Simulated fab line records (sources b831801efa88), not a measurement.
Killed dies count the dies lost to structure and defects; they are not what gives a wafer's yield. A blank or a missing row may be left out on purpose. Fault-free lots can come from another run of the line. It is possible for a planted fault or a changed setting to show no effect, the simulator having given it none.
Matching of chambers / flow sfqLine / 4 sister chambers for SFQ_TRILAYER_I1_CMP_CMP_046 on cmp-01
The step polishes SiO2. 4 wafers are shown with their chamber, then 7 later ones without.

## WAFERS, EACH WITH ITS CHAMBER
wafer=L931.2; chamber=1; motorCurrentA (A)=9.9
wafer=L932.3; chamber=0; motorCurrentA (A)=11.1
wafer=L932.1; chamber=2; motorCurrentA (A)=9.1
wafer=L933.5; chamber=3; motorCurrentA (A)=12.5

## WAFERS WITH NO CHAMBER GIVEN
wafer=L933.6; motorCurrentA (A)=10.1
wafer=L942.2; motorCurrentA (A)=9.5
wafer=L942.3; motorCurrentA (A)=10.5
wafer=L942.4; motorCurrentA (A)=12.2
wafer=L945.1; motorCurrentA (A)=12.2
wafer=L945.4; motorCurrentA (A)=11.1
wafer=L945.5; motorCurrentA (A)=10.8

## WHICH CHAMBER EACH WENT THROUGH
wafer=L933.6; from the rows above=1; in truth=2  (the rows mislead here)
wafer=L942.2; from the rows above=can't be placed: 1 or 2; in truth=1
wafer=L942.3; from the rows above=can't be placed: 0 or 1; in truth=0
wafer=L942.4; from the rows above=3; in truth=3
wafer=L945.1; from the rows above=3; in truth=3
wafer=L945.4; from the rows above=0; in truth=0
wafer=L945.5; from the rows above=can't be placed: 0 or 1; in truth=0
Correct placement for 3 of the 7. Unplaceable from these rows: 3, with the true chamber sitting among the candidates in 3. 1 placed wrongly.
How it was worked out, from the rows above alone: a wafer's distance from a chamber is the root of the sum, over the readings, of the square of ((its reading less the chamber's mean) divided by the reading's scatter). If the next closest chamber is less than 2 further off than the closest, the wafer can't be placed; otherwise it belongs to the closest. For every chamber, the mean is computed from those of its wafers that are shown. The scatter: with one shown wafer a chamber, the root of the mean of the squares of how far each hidden wafer lies from its nearest shown one.
